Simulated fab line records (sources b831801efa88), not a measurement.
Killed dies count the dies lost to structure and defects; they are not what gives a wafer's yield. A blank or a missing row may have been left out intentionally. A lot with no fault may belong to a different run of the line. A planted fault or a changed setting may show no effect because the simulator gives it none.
fab line records ; flow gf180mcu
record lots=12; wafers=34; lastDay=34
route steps=602 shown MVPSD@89 VT_IMPLANT@121 PSD@261 NSD@262 M2@367
lots that met no fault: taken from a fault-free run of the same line
startH: the number of hours between the record's first day and the start of the first shown wafer of the lot ; waitH: hours since the lot's step before ; " same as the row above ; L1.1+2: one row covering several wafers at once ; - value missing, or start not given ; * or withheld: withheld ; < > ~ a bound
route shown NAME@n: names a module that has steps shown in the file, with the first one's number in the route ; usual: mean/standard deviation of fault-free wafers ; same: alike in all rows ; chamber/n: place in a boat ; sites: readings site by site ; _std_site: standard deviation across them ; _edge_site: the outer-site mean with the inner-site mean subtracted ; radiusMm: for every site, how far away it sits from the centre of the wafer ; mask NAME#n: copy n ; behind: the tool/chamber that last shaped the wafer ; hold: what put the lot on hold/how long, in hours/how the hold closed ; device: which transistor (n, p or np) failed to switch ; end of line: at the end of the route, the tests of the same wafers ; where a step has no rows: the recipe by itself ; killed: count of dies lost to structure and defects at first sort (not the wafer's yield) ; map: a wafer's dies, marking killed ones x, the rest . and places with no die _
set.NAME: the setting as run; set.NAME@STEP: as run at that earlier step ; model.NAME: the simulator's own value behind a step, which no gauge read
the route's steps for a sample of lots (tables are steps, rows are wafers)
services: a tool's chamber out of use, with start hour (startH, from the record's first day; less than 0 if before it), hours out, and reason
## steps
# step GF_MVPSD_TW_MEAS_11
# usual MVPSD_TW=558.0/2.5
lot.wafer;tool;chamber;startH;waitH;MVPSD_TW
L911.1;filmMetro-02;-;97.36;0.1;556.1
L911.2;filmMetro-02;-;97.36;0.1;557.8
L911.6;filmMetro-02;-;97.36;0.1;558.0
L912.3;filmMetro-01;-;102.01;0.1;559.0
L912.4;filmMetro-01;-;102.01;0.1;560.8
L912.6;filmMetro-01;-;102.01;0.1;559.8
L914.2;filmMetro-02;-;115.43;0.1;555.2
L914.3;filmMetro-02;-;115.43;0.1;555.4
L914.5;filmMetro-02;-;115.43;0.1;553.9
L916.2;filmMetro-04;-;127.57;0.1;556.2
L916.4;filmMetro-04;-;127.57;0.1;557.1
L916.5;filmMetro-04;-;127.57;0.1;556.0
L922.4;filmMetro-01;-;160.35;0.1;558.8
L922.6;filmMetro-01;-;160.35;0.1;558.7
L923.4;filmMetro-02;-;168.05;0.1;555.3
L923.6;filmMetro-02;-;168.05;0.1;556.6
L927.2;filmMetro-04;-;189.62;0.1;551.2
L927.5;filmMetro-04;-;189.62;0.1;555.4
L927.6;filmMetro-04;-;189.62;0.1;553.0
L930.3;filmMetro-01;-;218.99;0.1;562.0
L930.5;filmMetro-01;-;218.99;0.1;560.9
L930.6;filmMetro-01;-;218.99;0.1;560.8
L931.3;filmMetro-02;-;219.05;0.1;561.1
L931.5;filmMetro-02;-;219.05;0.1;558.0
L931.6;filmMetro-02;-;219.05;0.1;558.4
L932.2;filmMetro-04;-;229.24;0.1;558.8
L932.4;filmMetro-04;-;229.24;0.1;557.2
L932.5;filmMetro-04;-;229.24;0.1;556.6
L933.2;filmMetro-01;-;229.59;0.1;560.1
L933.4;filmMetro-01;-;229.59;0.1;559.5
L933.6;filmMetro-01;-;229.59;0.1;561.8
L934.2;filmMetro-02;-;235.22;0.1;557.1
L934.3;filmMetro-02;-;235.22;0.1;558.4
L934.6;filmMetro-02;-;235.22;0.1;556.5
# step GF_VT_IMPLANT_STRIP_31
# recipe chemistry=O2/N2; powerW=1400; pressureMtorr=1500; platenTempC=250; o2FlowSccm=3000; n2FlowSccm=300; overashFraction=0.5
# usual chamberPressureMTorr=1500.0/1.3; drypumpMotorCurrentA=5.5/0.47; heaterPowerW=347/57; n2FlowSccm=300.0/0.84; oesProductAu=0.716/0.0045; stripTimeToEndpointS=12.66/0.035
# same overashFraction=0.5
lot.wafer;tool;chamber;startH;waitH;chamberPressureMTorr;drypumpMotorCurrentA;heaterPowerW;n2FlowSccm;oesProductAu;rfHoursCounterH;stripTimeToEndpointS
L911.1;plasmaAsher-02;0;141.06;0.1;1501.5;5.1;314;301.1;0.716;26;12.69
L911.2;plasmaAsher-02;1;141.06;0.1;1498.9;5.2;405;299.5;0.711;26;12.69
L911.6;plasmaAsher-02;1;141.06;0.1;1500.2;5.2;412;299.0;0.711;-;12.67
L912.3;plasmaAsher-01;1;146.19;0.1;1499.6;5.7;338;300.8;0.722;-;12.70
L912.4;plasmaAsher-01;0;146.19;0.1;1499.1;6.2;413;300.6;0.714;-;12.70
L912.6;plasmaAsher-01;1;146.19;0.1;1501.5;5.7;337;301.1;0.729;-;12.71
L914.2;plasmaAsher-02;1;159.71;0.1;1500.8;5.2;416;301.3;0.718;28;12.65
L914.3;plasmaAsher-02;1;159.71;0.1;1500.9;5.1;406;300.0;0.715;-;12.66
L914.5;plasmaAsher-02;0;159.71;0.1;1497.3;5.1;312;299.7;0.719;-;12.64
L916.2;plasmaAsher-03;0;173.27;0.1;1497.9;5.0;265;300.3;0.723;56;12.69
L916.4;plasmaAsher-03;0;173.27;0.1;1499.7;5.1;272;300.4;0.712;-;12.69
L916.5;plasmaAsher-03;0;173.27;0.1;1500.0;5.0;262;299.0;0.715;-;12.69
L922.4;plasmaAsher-02;1;210.74;0.1;1500.6;5.1;417;300.3;0.716;-;12.58
L922.6;plasmaAsher-02;1;210.74;0.1;1500.6;5.1;408;299.4;0.717;-;12.57
L923.4;plasmaAsher-02;1;218.59;0.1;1497.8;5.2;411;296.4;0.718;-;12.66
L923.6;plasmaAsher-02;1;218.59;0.1;1499.5;5.2;421;299.3;0.719;-;12.66
L927.2;plasmaAsher-03;0;242.81;0.1;1498.6;5.0;273;299.8;0.721;64;12.64
L927.5;plasmaAsher-03;0;242.81;0.1;1498.8;5.0;268;300.9;0.727;-;12.64
L927.6;plasmaAsher-03;1;242.81;0.1;1501.3;6.1;287;299.2;0.713;-;12.64
L930.3;plasmaAsher-01;1;274.99;0.1;1501.5;5.7;333;299.9;0.708;-;12.67
L930.5;plasmaAsher-01;1;274.99;0.1;1498.9;5.7;344;300.5;0.710;-;12.64
L930.6;plasmaAsher-01;0;274.99;0.1;1499.0;6.2;409;301.3;0.720;-;12.68
L931.3;plasmaAsher-02;1;275.94;0.1;1498.9;5.2;417;299.6;0.716;-;12.67
L931.5;plasmaAsher-02;0;275.94;0.1;1500.8;5.1;315;300.3;0.718;-;12.71
L931.6;plasmaAsher-02;1;275.94;0.1;1497.5;5.2;407;299.2;0.717;-;12.64
L932.2;plasmaAsher-02;1;286.95;0.1;1502.2;5.2;429;299.3;0.718;41;12.61
L932.4;plasmaAsher-02;1;286.95;0.1;1501.2;5.2;411;299.1;0.716;-;12.61
L932.5;plasmaAsher-02;0;286.95;0.1;1501.9;5.1;318;298.9;0.714;-;12.60
L933.2;plasmaAsher-03;1;287.25;0.1;1502.0;6.1;295;299.7;0.713;69;12.68
L933.4;plasmaAsher-03;1;287.25;0.1;1501.0;6.1;279;299.0;0.709;-;12.66
L933.6;plasmaAsher-03;1;287.25;0.1;1500.2;6.1;280;299.9;0.714;-;12.61
L934.2;plasmaAsher-02;0;292.35;0.1;1498.2;5.1;320;299.2;0.717;42;12.70
L934.3;plasmaAsher-02;0;292.35;0.1;1500.3;5.2;321;298.4;0.721;-;12.67
L934.6;plasmaAsher-02;0;292.35;0.1;1499.1;5.1;322;299.3;0.720;-;12.67
# step GF_PSD_RTA_13
# recipe tempC=1025; timeS=20; ambient=N2
# usual annealTempCMax=1029.0/1.1; lampPowerPct=37/3; runLengthS=49.0/0.5; wafer_temp_C_max=1029.7/1.8
lot.wafer;tool;chamber;startH;waitH;annealTempCMax;lampPowerPct;runLengthS;wafer_temp_C_max
L911.1;rtpAnneal-02;0;317.63;0.0;1030.4;40;49.2;1028.5
L911.2;rtpAnneal-02;0;317.63;0.0;1029.4;40;49.2;1027.6
L911.6;rtpAnneal-02;0;317.63;0.0;1029.4;40;49.1;1027.0
L912.3;rtpAnneal-01;0;327.54;0.0;1027.7;34;48.9;1029.9
L912.4;rtpAnneal-01;0;327.54;0.0;1028.7;34;48.6;1032.4
L912.6;rtpAnneal-01;0;327.54;0.0;1027.9;34;48.8;1032.2
L914.2;rtpAnneal-02;0;340.43;0.0;1030.1;40;49.1;1027.8
L914.3;rtpAnneal-02;0;340.43;0.0;1030.8;40;49.0;1026.9
L914.5;rtpAnneal-02;0;340.43;0.0;1029.3;40;49.1;1027.1
L916.2;rtpAnneal-02;0;364.32;0.0;1030.5;40;49.1;1028.6
L916.4;rtpAnneal-02;0;364.32;0.0;1029.9;40;49.0;1028.0
L916.5;rtpAnneal-02;0;364.32;0.0;1029.2;40;49.1;1028.3
L922.4;rtpAnneal-01;0;408.29;0.1;1028.7;34;50.9;1032.2
L922.6;rtpAnneal-01;0;408.29;0.1;1028.1;34;83.0;1032.6
L923.4;rtpAnneal-01;0;418.59;0.0;1027.6;34;48.6;1031.6
L923.6;rtpAnneal-01;0;418.59;0.0;1027.9;34;81.1;1031.4
L927.2;rtpAnneal-02;0;451.06;0.0;1029.8;40;49.5;1028.7
L927.5;rtpAnneal-02;0;451.06;0.0;1030.1;40;49.1;1029.0
L927.6;rtpAnneal-02;0;451.06;0.0;1029.6;40;49.3;1027.1
L930.3;rtpAnneal-01;0;490.55;0.0;1029.0;34;48.7;1030.7
L930.5;rtpAnneal-01;0;490.55;0.0;1027.9;34;48.5;1032.5
L930.6;rtpAnneal-01;0;490.55;0.0;1028.5;34;48.4;1029.9
L931.3;rtpAnneal-02;0;491.53;0.0;1029.9;40;49.4;1026.8
L931.5;rtpAnneal-02;0;491.53;0.0;1029.7;40;49.4;1029.0
L931.6;rtpAnneal-02;0;491.53;0.0;1030.1;40;49.2;1027.3
L933.2;rtpAnneal-01;0;504.74;0.0;1028.6;34;48.4;1031.1
L933.4;rtpAnneal-01;0;504.74;0.0;1028.1;34;48.7;1031.8
L933.6;rtpAnneal-01;0;504.74;0.0;1028.5;34;48.5;1032.1
L932.2;rtpAnneal-01;0;505.02;0.0;1029.5;34;49.0;1030.7
L932.4;rtpAnneal-01;0;505.02;0.0;1028.3;34;48.8;1030.5
L932.5;rtpAnneal-01;0;505.02;0.0;1028.8;34;48.8;1030.9
L934.2;rtpAnneal-01;0;510.49;0.0;1027.8;34;49.1;1032.2
L934.3;rtpAnneal-01;0;510.49;0.0;1028.2;34;48.5;1030.6
L934.6;rtpAnneal-01;0;510.49;0.0;1027.0;34;48.8;1031.1
# step GF_PSD_RS_MEAS_14
# recipe thkMeasGauge=four-point-probe
# usual NSD_RS=46.18/0.092
lot.wafer;tool;chamber;startH;waitH;NSD_RS[ohm/sq]
L911.1;filmMetro-02;-;317.71;0.1;46.18
L911.2;filmMetro-02;-;317.71;0.1;46.29
L911.6;filmMetro-02;-;317.71;0.1;46.22
L912.3;filmMetro-03;-;327.64;0.1;46.08
L912.4;filmMetro-03;-;327.64;0.1;46.21
L912.6;filmMetro-03;-;327.64;0.1;46.16
L914.2;filmMetro-01;-;340.52;0.1;46.13
L914.3;filmMetro-01;-;340.52;0.1;46.10
L914.5;filmMetro-01;-;340.52;0.1;46.26
L916.2;filmMetro-03;-;364.41;0.1;46.20
L916.4;filmMetro-03;-;364.41;0.1;46.09
L916.5;filmMetro-03;-;364.41;0.1;46.14
L922.4;filmMetro-02;-;408.44;0.1;46.21
L922.6;filmMetro-02;-;408.44;0.1;40.99
L923.4;filmMetro-02;-;418.69;0.1;46.14
L923.6;filmMetro-02;-;418.69;0.1;40.90
L927.2;filmMetro-01;-;451.15;0.1;46.17
L927.5;filmMetro-01;-;451.15;0.1;46.28
L927.6;filmMetro-01;-;451.15;0.1;46.29
L930.3;filmMetro-02;-;490.65;0.1;46.19
L930.5;filmMetro-02;-;490.65;0.1;46.12
L930.6;filmMetro-02;-;490.65;0.1;46.05
L931.3;filmMetro-03;-;491.62;0.1;46.27
L931.5;filmMetro-03;-;491.62;0.1;46.14
L931.6;filmMetro-03;-;491.62;0.1;46.18
L933.2;filmMetro-03;-;504.83;0.1;46.39
L933.4;filmMetro-03;-;504.83;0.1;46.21
L933.6;filmMetro-03;-;504.83;0.1;46.25
L932.2;filmMetro-02;-;505.11;0.1;45.99
L932.4;filmMetro-02;-;505.11;0.1;45.96
L932.5;filmMetro-02;-;505.11;0.1;46.04
L934.2;filmMetro-01;-;510.58;0.1;46.08
L934.3;filmMetro-01;-;510.58;0.1;46.06
L934.6;filmMetro-01;-;510.58;0.1;46.20
# step GF_PSD_RS_MEAS_15
# recipe thkMeasGauge=four-point-probe
# usual PSD_RS=108.62/0.28
lot.wafer;tool;chamber;startH;waitH;PSD_RS[ohm/sq]
L911.1;filmMetro-02;-;317.83;0.1;108.71
L911.2;filmMetro-02;-;317.83;0.1;108.74
L911.6;filmMetro-02;-;317.83;0.1;108.92
L912.3;filmMetro-03;-;327.76;0.1;108.73
L912.4;filmMetro-03;-;327.76;0.1;109.01
L912.6;filmMetro-03;-;327.76;0.1;108.70
L914.2;filmMetro-01;-;340.64;0.1;108.71
L914.3;filmMetro-01;-;340.64;0.1;108.19
L914.5;filmMetro-01;-;340.64;0.1;108.68
L916.2;filmMetro-03;-;364.53;0.1;108.22
L916.4;filmMetro-03;-;364.53;0.1;108.42
L916.5;filmMetro-03;-;364.53;0.1;108.35
L922.4;filmMetro-02;-;408.56;0.1;108.57
L922.6;filmMetro-02;-;408.56;0.1;99.34
L923.4;filmMetro-02;-;418.81;0.1;108.67
L923.6;filmMetro-02;-;418.81;0.1;99.29
L927.2;filmMetro-01;-;451.27;0.1;108.84
L927.5;filmMetro-01;-;451.27;0.1;108.79
L927.6;filmMetro-01;-;451.27;0.1;108.85
L930.3;filmMetro-02;-;490.77;0.1;108.73
L930.5;filmMetro-02;-;490.77;0.1;108.32
L930.6;filmMetro-02;-;490.77;0.1;108.52
L931.3;filmMetro-03;-;491.74;0.1;108.53
L931.5;filmMetro-03;-;491.74;0.1;108.69
L931.6;filmMetro-03;-;491.74;0.1;108.69
L933.2;filmMetro-03;-;504.95;0.1;108.95
L933.4;filmMetro-03;-;504.95;0.1;108.88
L933.6;filmMetro-03;-;504.95;0.1;108.40
L932.2;filmMetro-02;-;505.23;0.1;108.13
L932.4;filmMetro-02;-;505.23;0.1;108.30
L932.5;filmMetro-02;-;505.23;0.1;108.53
L934.2;filmMetro-01;-;510.70;0.1;108.40
L934.3;filmMetro-01;-;510.70;0.1;108.26
L934.6;filmMetro-01;-;510.70;0.1;108.41
# step GF_M2_RS_MEAS_05
# recipe thkMeasGauge=four-point-probe; reads=TiN_of_M2_SPUTTER_04+Ti_of_M2_SPUTTER_03+AlCu_of_M2_SPUTTER_02+TiN_of_M2_SPUTTER_01+Ti_of_M2_SPUTTER_00
# usual M2_ALCU_RS=0.0697/0.00081
lot.wafer;tool;chamber;startH;waitH;M2_ALCU_RS[ohm/sq]
L911.1;filmMetro-03;-;411.64;0.0;0.0697
L911.2;filmMetro-03;-;411.64;0.0;0.0688
L911.6;filmMetro-03;-;411.64;0.0;0.0689
L912.3;filmMetro-02;-;424.20;0.1;0.0699
L912.4;filmMetro-02;-;424.20;0.1;0.0700
L912.6;filmMetro-02;-;424.20;0.1;0.0707
L914.2;filmMetro-03;-;439.14;0.0;0.0688
L914.3;filmMetro-03;-;439.14;0.0;0.0686
L914.5;filmMetro-03;-;439.14;0.0;0.0688
L916.2;filmMetro-02;-;466.39;0.0;0.0694
L916.4;filmMetro-02;-;466.39;0.0;0.0693
L916.5;filmMetro-02;-;466.39;0.0;0.0692
L922.4;filmMetro-03;-;510.50;0.1;0.0700
L922.6;filmMetro-03;-;510.50;0.1;0.0697
L923.4;filmMetro-03;-;521.64;0.1;0.0705
L923.6;filmMetro-03;-;521.64;0.1;0.0720
L927.2;filmMetro-04;-;552.64;0.0;0.0685
L927.5;filmMetro-04;-;552.64;0.0;0.0688
L927.6;filmMetro-04;-;552.64;0.0;0.0696
L930.3;filmMetro-03;-;587.21;0.1;0.0698
L930.5;filmMetro-03;-;587.21;0.1;0.0701
L930.6;filmMetro-03;-;587.21;0.1;0.0691
L931.3;filmMetro-03;-;588.23;0.1;0.0680
L931.5;filmMetro-03;-;588.23;0.1;0.0696
L931.6;filmMetro-03;-;588.23;0.1;0.0678
L933.2;filmMetro-02;-;599.49;0.0;0.0713
L933.4;filmMetro-02;-;599.49;0.0;0.0697
L933.6;filmMetro-02;-;599.49;0.0;0.0714
L932.2;filmMetro-04;-;600.53;0.0;0.0689
L932.4;filmMetro-04;-;600.53;0.0;0.0697
L932.5;filmMetro-04;-;600.53;0.0;0.0692
L934.2;filmMetro-02;-;605.99;0.0;0.0690
L934.3;filmMetro-02;-;605.99;0.0;0.0700
L934.6;filmMetro-02;-;605.99;0.0;0.0692
## services
tool;chamber;startH;hours;kind
plasmaAsher-01;0;117.75;-;clean
plasmaAsher-01;1;117.75;-;clean
plasmaAsher-01;-;122.43;2.8;pm
plasmaAsher-01;-;175.44;1.5;repair
plasmaAsher-03;-;194.50;0.7;repair
plasmaAsher-03;-;209.59;0.6;repair
plasmaAsher-01;-;223.42;2.9;repair
plasmaAsher-02;-;246.31;1.2;repair
rtpAnneal-02;-;351.16;4.9;pm
plasmaAsher-01;-;372.17;0.5;repair
plasmaAsher-02;-;490.70;4.3;pm
plasmaAsher-02;-;497.60;28.1;pm
## key
firstSign step=GF_PSD_RTA_13; reading=runLengthS; direction=up; sigmas=66; usual=*; struck=*
effect step=GF_PSD_RS_MEAS_14; reading=NSD_RS; direction=down; sigmas=57; usual=46.18; struck=40.95
effect step=GF_PSD_RS_MEAS_15; reading=PSD_RS; direction=down; sigmas=33; usual=108.62; struck=99.31
metAt GF_PSD_RTA_13
struckLots L922,L923
struckWafers L922.6,L923.6
testerLeftOut L922,L923
notActingAt GF_MVPSD_TW_MEAS_11,GF_VT_IMPLANT_STRIP_31,GF_M2_RS_MEAS_05
onsetBetween 327.54 408.29
fault kind=processParameterDrift; tool=rtpAnneal-01; chamber=-; onsetH=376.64; steps=GF_PSD_RTA_13; channel=timeS; offset=*; shape=step; endH=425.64; scope=struckWafersOnly; actsIn=*; stated=*
# testerLeftOut: of these lots the tester's yield and bins aren't shown, on N5 and GAA mostly nor the transistor test; their killed dies are dies lost to structure and defects alone, not to doping, threshold or leakage, so they don't give the yield
